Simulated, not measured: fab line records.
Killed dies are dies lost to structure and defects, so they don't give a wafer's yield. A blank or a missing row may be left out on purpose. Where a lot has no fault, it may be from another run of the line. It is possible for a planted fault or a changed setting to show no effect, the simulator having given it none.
Which tool was responsible? ; flow gf180mcu ; 12 lots with 36 wafers sampled at 4 steps, on a route of 602 steps

## WHAT THE GAUGES READ, wafer by wafer
GF_HV_LDD_THK_MEAS_57.
lot;measured;on;HV_LDD_CVD_56_THK (nm)
L484;day 13 00:13;filmMetro-04;88.9 88.7 89.7
L485;day 13 07:31;filmMetro-01;90.4 90.5 89.9
L487;day 13 21:17;filmMetro-01;89.4 89.6 89.6
L488;day 14 13:19;filmMetro-01;89.2 89.5 89.3
L490;day 15 09:13;filmMetro-03;89.9 89.8 89.7
L491;day 16 03:16;filmMetro-04;90.4 90.6 90.3
L492;day 16 16:05;filmMetro-01;89.4 89.4 89.5
L494;day 16 22:55;filmMetro-03;89.3 90.0 90.4
L497;day 17 22:32;filmMetro-03;91.0 91.3 91.3
L500;day 18 13:22;filmMetro-01;97.4 98.1 97.1 97.4 98.1 97.2
L501;day 18 21:04;filmMetro-01;97.3 97.4 97.1 97.3 97.4 97.0
L505;day 20 04:04;filmMetro-04;89.4 89.1 89.9

GF_V1_BOW_MEAS_05.
lot;measured;on;V1_BOW (um)
L484;day 17 17:02;filmMetro-04;81 81 91
L485;day 18 02:20;filmMetro-04;88 89 93
L487;day 18 17:26;filmMetro-04;77 87 85
L488;day 19 12:27;filmMetro-02;80 80 76
L490;day 20 10:50;filmMetro-03;92 83 93
L491;day 21 05:05;filmMetro-03;86 84 89
L492;day 21 19:28;filmMetro-03;80 80 84
L494;day 22 00:58;filmMetro-02;94 91 77
L497;day 23 01:18;filmMetro-03;82 82 85
L500;day 23 17:00;filmMetro-02;88 93 88
L501;day 23 23:54;filmMetro-03;72 80 74
L505;day 25 05:55;filmMetro-03;101 85 88

## EACH LOT AND THE TOOL THAT RAN IT (in order: tool; ch and the chambers of the sampled wafers; start)
lot;GF_HV_LDD_CVD_56;GF_HV_LDD_ETCHBACK_58
L484;lpcvd-01 ch 1, day 12 22:47;rieDiel-01 ch 0,3, day 13 00:16
L485;lpcvd-02 ch 1, day 13 06:05;rieDiel-01 ch 2,3, day 13 07:34
L487;lpcvd-02 ch 1, day 13 19:50;rieDiel-04 ch 1,2, day 13 21:19
L488;lpcvd-02 ch 0, day 14 11:53;rieDiel-04 ch 0,1,3, day 14 13:22
L490;lpcvd-01 ch 1, day 15 07:47;rieDiel-01 ch 0,3, day 15 09:16
L491;lpcvd-01 ch 1, day 16 01:50;rieDiel-02 ch 0,2, day 16 03:19
L492;lpcvd-01 ch 0, day 16 14:38;rieDiel-02 ch 1,2, day 16 16:08
L494;lpcvd-01 ch 1, day 16 21:29;rieDiel-04 ch 0,2, day 16 22:58
L497;lpcvd-02 ch 1, day 17 21:05;rieDiel-01 ch 0,1, day 17 22:35
L500;lpcvd-02 ch 0, day 18 11:56;rieDiel-02 ch 0,1,2, day 18 15:40
L501;lpcvd-02 ch 0, day 18 19:38;rieDiel-04 ch 0,1,2, day 19 02:07
L505;lpcvd-01 ch 0, day 20 02:38;rieDiel-04 ch 0,1, day 20 04:07
- GF_HV_LDD_CVD_56: deposits Si3N4 from DCS/NH3, target thk 90 nm, time 1543 s.
- GF_HV_LDD_ETCHBACK_58: etches Si3N4 in CH3F/O2, stops on SiO2, time 100 s, target depth 90 nm.

## AS READ BY THE TOOLS THEMSELVES (means over the sampled wafers that have a number; for cases with no such wafer, the mark the record gives instead)
GF_HV_LDD_ETCHBACK_58.
lot;tool;O2_flow_sccm (sccm);biasW (W);drypumpMotorCurrentA (A);oesProductAu (a.u.);throttleValvePct (%)
L484;rieDiel-01;29.93;79.79;5.2;0.836;10.556
L485;rieDiel-01;30.04;80.02;5.6;0.844;10.566
L487;rieDiel-04;30.13;79.86;6.0;0.838;10.561
L488;rieDiel-04;30.05;80.03;5.4;0.842;10.559
L490;rieDiel-01;30.06;79.87;5.6;0.842;10.566
L491;rieDiel-02;29.97;80.21;6.2;0.843;10.569
L492;rieDiel-02;29.95;79.93;6.0;0.839;10.546
L494;rieDiel-04;30.09;80.10;5.4;0.845;10.557
L497;rieDiel-01;30.09;80.23;5.5;0.849;10.566
L500;rieDiel-02;29.99;79.83;6.1;0.881;10.563
L501;rieDiel-04;30.00;80.24;5.8;0.879;10.575
L505;rieDiel-04;30.02;79.94;6.0;0.843;10.559

## THE ANSWER, worked out from the rows above alone
Rule: the usual values come from the lots themselves. The widest of any qualifying gaps counts: lots, ordered by their means at a reading, are off when they make up no more than a third of the lots, leave a main group of 4 or more, and stand apart from it by 3 or more times the standard deviation of that group's means. If all means in a main group match to the digits the tables above print for the reading, that group is not used. A lot without any number at a reading at which 4 lots or more have one is off too. Any other lot the step has rows for is counted as sound. The gauges are gone through in route order, then the tools' own readings, and for those a lot's mean is taken as printed above. At the first step where some lot is off, the reading lying furthest off is the one used; lots without a number count as furthest.
Off: L500, L501, at GF_HV_LDD_THK_MEAS_57 (HV_LDD_CVD_56_THK). For the main group the mean is 89.8 nm and the standard deviation 0.6.
A tool fits if, at a process step before that reading, it ran every lot that is off, and no sound lot after the first of them. Not tried: the gauges at GF_HV_LDD_THK_MEAS_57; whatever is off there is also off at GF_HV_LDD_ETCHBACK_58, on other tools, and gauge error can't account for it. One fits: GF_HV_LDD_CVD_56 on lpcvd-02. A fault onset in the window from L497 (day 17 21:05, its last sound lot) to L500 (day 18 11:56, its first lot off) fits.

## WHAT THE SIMULATOR PUT IN
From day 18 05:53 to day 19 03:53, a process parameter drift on lpcvd-02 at GF_HV_LDD_CVD_56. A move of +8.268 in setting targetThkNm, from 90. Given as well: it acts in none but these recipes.
Lots struck among those shown: L500, L501. Same finding as the rule above.
